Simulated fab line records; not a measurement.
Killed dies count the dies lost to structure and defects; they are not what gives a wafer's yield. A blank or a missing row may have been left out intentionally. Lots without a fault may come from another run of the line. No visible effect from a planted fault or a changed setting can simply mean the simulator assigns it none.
Struck lot and sound lot, side by side || flow sky130 || 16 steps out of a route of 708
Sound: the wafers L869.1, L869.2, L869.3. Struck: wafers L875.3, L875.5. (L875.2 of the same lot was not struck and is left out.) The cause comes at the end.
For every step that has rows: the tool of each side, followed by ch and its chambers, followed by its first start. Under that, the readings that differ: sound wafers || struck wafers || difference of the means || sigmas: that difference in standard deviations of wafers without a fault.
alike: words and numbers the same on both sides, and readings whose means are apart by under 2 such deviations; not compared: readings that were withheld, readings missing a value for some wafer, numbers with overlapping values and no deviation given by the record, and bounds like >300 which may hide the same value.
A row with sigmas, a row that says differs or no value, or rows on one side alone: a step with any of these is where the two part. Numbers that don't overlap but have no deviation are shown without sigmas and don't part them. A reading that every wafer of one side lacks parts them only if that side has two wafers or more.

first, 7 steps without rows for these wafers: SKY_METAL3_HMDS_06 (prime time 60 s); SKY_METAL3_COAT_07 (resist thk 60 nm); SKY_METAL3_COAT_08 (resist thk 1140 nm); SKY_METAL3_SOFTBAKE_09 (time 90 s); SKY_METAL3_EXPOSE_10 (exposes mask MM3, target cd 300 nm); SKY_METAL3_PEB_11; SKY_METAL3_DEVELOP_12 (develop time 60 s).
SKY_METAL3_CD_MEAS_13: target cd 300 nm.
  sound on cdSem-02, day 37 21:16; struck on cdSem-02, day 40 01:40
  alike: cdNm
SKY_METAL3_OVL_MEAS_14:
  sound on overlay-01, day 37 21:23; struck on overlay-01, day 40 01:46
  alike: METAL3_OVL
SKY_METAL3_DESCUM_15: chemistry O2, time 8 s.
  sound on rieMetal-04 ch 0,1, day 37 21:26; struck on rieMetal-04 ch 0, day 40 01:47
  alike: drypumpMotorCurrentA, oesProductAu
  not compared: rfHoursCounterH
SKY_METAL3_ETCH_16: etches BARC in N2/H2, stops on SiO2, time 88.2 s, target depth 60 nm.
  sound on rieMetal-04 ch 0,1, day 37 21:28; struck on rieMetal-04 ch 0, day 40 01:49
  alike: biasW, drypumpMotorCurrentA, h2FlowSccm, oesProductAu, throttleValvePct
  not compared: rfHoursCounterH
SKY_METAL3_ETCH_17: etches SiO2 in C4F8/O2/Ar, stops on TiN, time 3.9 s, target depth 15 nm.
  sound on rieDiel-01 ch 0,1,2, day 37 21:34; struck on rieDiel-03 ch 1,2, day 40 01:55
  alike: biasW, oesProductAu
  not compared: rfHoursCounterH
SKY_METAL3_METAL_ETCH_18: etches the open film in Cl2/BCl3, stops on SiO2, target depth 845 nm, time 183.1 s.
  sound on rieMetal-03 ch 0,1, day 37 21:35; struck on rieMetal-01 ch 0, day 40 01:56
{"reading": "biasW (W)", "sound": "48.55 48.49 48.41", "struck": "59.21 59.23", "difference": "+10.74", "sigmas": "+77"}
{"reading": "model.KrF-thick_of_METAL3_COAT_08.thkNm (nm)", "sound": "522.5 517.4 523.9", "struck": "485.7 486.4", "difference": -35.2, "sigmas": ""}
{"reading": "model.SiO2_of_VIA2_HDPCVD_00.thkNm (nm)", "sound": "467.2 467.2 467", "struck": "462.8 461.9", "difference": -4.8, "sigmas": ""}
  alike: bcl3FlowSccm, drypumpMotorCurrentA, oesProductAu, throttleValvePct
  not compared: rfHoursCounterH
SKY_METAL3_STRIP_19: strips in O2/N2.
  sound on plasmaAsher-02 ch 0,1, day 37 21:46; struck on plasmaAsher-02 ch 0,1, day 40 02:07
{"reading": "oesProductAu (a.u.)", "sound": "0.498 0.497 0.498", "struck": "0.484 0.480", "difference": -0.016, "sigmas": -3}
{"reading": "stripTimeToEndpointS (s)", "sound": "6.49 6.44 6.49", "struck": "6.12 6.13", "difference": -0.35, "sigmas": -4}
  alike: drypumpMotorCurrentA
  not compared: rfHoursCounterH
then, 1 step without rows for these wafers: SKY_METAL3_STRIP_20 (strips in post etch residue remover, time 1200 s).
SKY_PAD_OPEN_PROBE_99:
  the record holds rows for the sound wafers here (prober-01, day 44 21:50) but none for the struck ones

== WHERE THEY PART ==
Earliest at SKY_METAL3_METAL_ETCH_18; latest, in this record, at SKY_PAD_OPEN_PROBE_99.

WHY: the cause the simulator had injected
rieMetal-01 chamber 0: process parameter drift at SKY_METAL3_METAL_ETCH_18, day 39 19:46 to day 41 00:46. Setting biasW, moved by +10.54, from 48.5. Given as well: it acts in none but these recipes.
